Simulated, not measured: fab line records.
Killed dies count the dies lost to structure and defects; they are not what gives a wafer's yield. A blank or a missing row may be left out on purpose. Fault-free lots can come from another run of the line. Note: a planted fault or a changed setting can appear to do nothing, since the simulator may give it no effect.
Which tool did it? :: flow sky130 :: 13 lots with 39 wafers sampled at 2 steps, on a route of 708 steps

== WHAT EACH GAUGE READ, for each wafer ==
SKY_SD_P_CD_MEAS_07: the cd target is 380 nm. Usual: cd-nm reads 380.6 nm (standard deviation 2.7).
lot: L944
measured: day 26 12:50
on: cd-sem-01
cd-nm (nm): 384.6 382.1 381.1
flag: 

lot: L945
measured: day 27 00:07
on: cd-sem-02
cd-nm (nm): 377.7 378.8 377.1
flag: 

lot: L946
measured: day 27 05:10
on: cd-sem-01
cd-nm (nm): 381.5 382.4 380.4
flag: 

lot: L947
measured: day 28 00:46
on: cd-sem-02
cd-nm (nm): 382.2 383.0 379.9
flag: 

lot: L948
measured: day 28 03:16
on: cd-sem-02
cd-nm (nm): 382.6 382.6 383.2
flag: 

lot: L949
measured: day 28 07:34
on: cd-sem-02
cd-nm (nm): 381.3 382.1 381.9
flag: 

lot: L950
measured: day 28 16:44
on: cd-sem-01
cd-nm (nm): 380.0 378.5 380.2
flag: 

lot: L951
measured: day 29 01:34
on: cd-sem-01
cd-nm (nm): 380.7 382.6 381.9
flag: 

lot: L952
measured: day 29 13:54
on: cd-sem-02
cd-nm (nm): 373.8 371.8 376.5
flag: 

lot: L954
measured: day 30 00:44
on: cd-sem-02
cd-nm (nm): 413.3 408.7 410.2
flag: OFF

lot: L955
measured: day 30 04:23
on: cd-sem-02
cd-nm (nm): 379.6 378.9 379.3
flag: 

lot: L962
measured: day 32 10:11
on: cd-sem-01
cd-nm (nm): 378.2 378.4 377.0
flag: 

lot: L964
measured: day 33 03:58
on: cd-sem-01
cd-nm (nm): 383.2 383.5 382.9
flag: 

== WHAT TOOL EACH LOT RAN ON (gives the tool, then ch and the chambers of the sampled wafers, and finally the start) ==
lot: L944
SKY_SD_P_EXPOSE_04: iline-stepper-01 ch 0, day 25 22:53

lot: L945
SKY_SD_P_EXPOSE_04: iline-stepper-02 ch 0, day 26 10:05

lot: L946
SKY_SD_P_EXPOSE_04: iline-stepper-01 ch 0, day 26 14:30

lot: L947
SKY_SD_P_EXPOSE_04: iline-stepper-01 ch 0, day 27 10:37

lot: L948
SKY_SD_P_EXPOSE_04: iline-stepper-02 ch 0, day 27 13:26

lot: L949
SKY_SD_P_EXPOSE_04: iline-stepper-02 ch 0, day 27 17:03

lot: L950
SKY_SD_P_EXPOSE_04: iline-stepper-02 ch 0, day 28 02:55

lot: L951
SKY_SD_P_EXPOSE_04: iline-stepper-02 ch 0, day 28 11:45

lot: L952
SKY_SD_P_EXPOSE_04: iline-stepper-02 ch 0, day 29 00:08

lot: L954
SKY_SD_P_EXPOSE_04: iline-stepper-02 ch 0, day 29 11:24

lot: L955
SKY_SD_P_EXPOSE_04: iline-stepper-02 ch 0, day 29 15:11

lot: L962
SKY_SD_P_EXPOSE_04: iline-stepper-01 ch 0, day 31 20:35

lot: L964
SKY_SD_P_EXPOSE_04: iline-stepper-01 ch 0, day 32 14:54
- SKY_SD_P_EXPOSE_04: exposes mask PSDM, target cd 380 nm.

== WHAT THE TOOLS THEMSELVES READ (means of the sampled wafers that have a number; where no wafer has one, the mark that the record gives instead) ==
The record holds no such reading with a usual standard deviation.

== THE ANSWER, worked out from the rows above alone ==
Rule: a lot counts as off when the mean over its wafers that have a number is more than 3 standard deviations away from the usual mean. Also off: a lot with no number at a reading for which 4 or more lots have one. The other lots that the step has rows for count as sound. First the gauges in route order, then the tools' own readings, where a lot's mean is used as printed above. At the first step where some lot is off, the reading lying furthest off is the one used; lots without a number count as furthest.
Off: L954 (SKY_SD_P_CD_MEAS_07, cd-nm).
If a tool, at a process step before that reading, ran all the lots that are off and no sound lot after the first of them, it fits. The gauges at SKY_SD_P_CD_MEAS_07 are tried like those tools. No candidate that was tried fits.

== WHAT WAS PUT IN BY THE SIMULATOR ==
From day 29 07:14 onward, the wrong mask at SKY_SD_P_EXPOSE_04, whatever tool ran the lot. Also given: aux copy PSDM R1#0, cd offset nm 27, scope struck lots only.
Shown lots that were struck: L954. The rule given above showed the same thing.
